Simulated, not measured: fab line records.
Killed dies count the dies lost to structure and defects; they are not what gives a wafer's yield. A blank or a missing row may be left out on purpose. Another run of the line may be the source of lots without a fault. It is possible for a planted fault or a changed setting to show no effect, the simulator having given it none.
Comparing a struck lot with a sound one ; flow sky130 ; 18 steps out of a route of 708
Sound: these wafers, L858.2, L858.3, L858.6. Struck: wafers L871.1, L871.4 (left out: L871.3, a lot-mate that was not struck); the cause follows at the end.
Order at every step that has rows: each side's tool, ch and its chambers, its first start. Under that, the readings that differ: sound wafers ; struck wafers ; difference of the means ; sigmas: that difference in standard deviations of wafers without a fault.
alike: readings whose means differ by less than 2 such deviations, and words and numbers that are the same on both sides. not compared: withheld readings, readings that some wafer has no value for, bounds like >300 that may hide the same value, and numbers for which the record gives no deviation and whose values overlap.
The two part at a step that has a row with sigmas, a row that says differs or no value, or rows on one side only. Numbers that don't overlap but have no deviation are shown without sigmas and don't part them. A reading missing from all wafers of one side parts the sides only when that side holds two or more wafers.

first, 3 steps without rows for these wafers: SKY_VIA2_EXPOSE_09 (exposes mask VIM2, target cd 200 nm); SKY_VIA2_PEB_10; SKY_VIA2_DEVELOP_11 (develop time 60 s).
SKY_VIA2_CD_MEAS_12: target cd 200 nm.
  sound on cd sem-01, day 36 21:20; struck on cd sem-01, day 41 05:22
  alike: cd nm
SKY_VIA2_OVL_MEAS_13:
  sound on overlay-02, day 36 21:26; struck on overlay-02, day 41 05:29
  alike: VIA2_OVL
SKY_VIA2_ETCH_14: etches BARC in N2/H2, stops on SiO2, time 45.9 s, target depth 60 nm.
  sound on rie diel-01 ch 0,2,3, day 36 21:28; struck on rie diel-04 ch 0,3, day 41 05:31
  alike: drypump motor current A, oes product au, throttle valve pct
  not compared: rf hours counter h
SKY_VIA2_ETCH_15: etches SiO2 in C4F8/O2/Ar, stops on TiN, target depth 546 nm, time 84 s.
  sound on rie diel-01 ch 0,2,3, day 36 21:30; struck on rie diel-04 ch 0,3, day 41 05:34
  alike: oes product au
  not compared: rf hours counter h
SKY_VIA2_STRIP_16: strips in O2/N2.
  sound on plasma asher-02 ch 0,1, day 36 21:34; struck on plasma asher-01 ch 0,1, day 41 05:37
  alike: drypump motor current A, o2 flow sccm, oes product au, strip time to endpoint s
  not compared: rf hours counter h
then, 3 steps without rows for these wafers: SKY_VIA2_STRIP_17 (strips in post etch residue remover, time 1200 s); SKY_VIA2_CLEAN_18 (cleans in IPA, time 180 s); SKY_VIA2_CLEAN_19 (cleans in O3/DIW).
SKY_VIA2_SPUTTER_20: material TiN, target thk 20 nm, time 80 s.
  sound on pvd sputter-03, day 36 22:10; struck on pvd sputter-02, day 41 06:13
  alike: throttle valve pct
SKY_VIA2_CVD_21: deposits W, target thk 420 nm, time 126.4 s.
  sound on cvd w-01 ch 0, day 36 22:13; struck on cvd w-01 ch 0, day 41 06:16
reading;sound;struck;difference;sigmas
model.W_of_VIA2_CVD_21.thk nm (nm);416.4 416.2 423.5;534.7 537.8;+117.6;
  alike: heater power w
SKY_VIA2_RS_MEAS_22: a four-point-probe measurement.
  sound on film metro-04, day 36 22:22; struck on film metro-01, day 41 06:24
reading;sound;struck;difference;sigmas
VIA2_W_RS (ohm/sq);0.275 0.275 0.271;0.214 0.213;-0.060;-16
SKY_VIA2_THK_MEAS_23: measures by xrf.
  sound on film metro-04, day 36 22:29; struck on film metro-01, day 41 06:31
  not compared: VIA2_W_THK
SKY_VIA2_CMP_24: polishes, stops on SiO2, t overpolish 20 s, target thk 0 nm.
  sound on cmp-01 ch 1,2,3, day 36 22:35; struck on cmp-02 ch 2,3, day 41 07:02
reading;sound;struck;difference;sigmas
time to endpoint s (s);102 101 102;125 130;+26;+8
  alike: head pressure psi, motor current A, slurry flow ml min
SKY_METAL3_SPUTTER_00: material Ti, target thk 15 nm, time 10 s.
  sound on pvd sputter-02, day 36 22:50; struck on pvd sputter-01, day 41 07:20
  alike: throttle valve pct
-- the record jumps here: 8 days lie between the struck wafers' starts before and after (it left off in module METAL3 and takes up again in module PAD_OPEN, whose first step shown is number 708 of the route) --
SKY_PAD_OPEN_PROBE_99:
  sound on prober-02, day 46 04:40; struck on prober-01, day 49 17:11
  alike: defect limited yield, killed_at_M0_to_M3, killed_at_M4_up, killed at contacts, killed at front end, killed at other, killed dies, killed open, killed short, sort_bin_3_pad_short, sort_bin_5_function, sort_bin_6_memory, sort n pass, sort yield pct

== WHERE THEY PART ==
Last at SKY_VIA2_CMP_24 as far as this record goes, first at SKY_VIA2_RS_MEAS_22. Later steps at which nothing parts them and some readings are alike: SKY_METAL3_SPUTTER_00, SKY_PAD_OPEN_PROBE_99.

WHY: the cause the simulator had injected
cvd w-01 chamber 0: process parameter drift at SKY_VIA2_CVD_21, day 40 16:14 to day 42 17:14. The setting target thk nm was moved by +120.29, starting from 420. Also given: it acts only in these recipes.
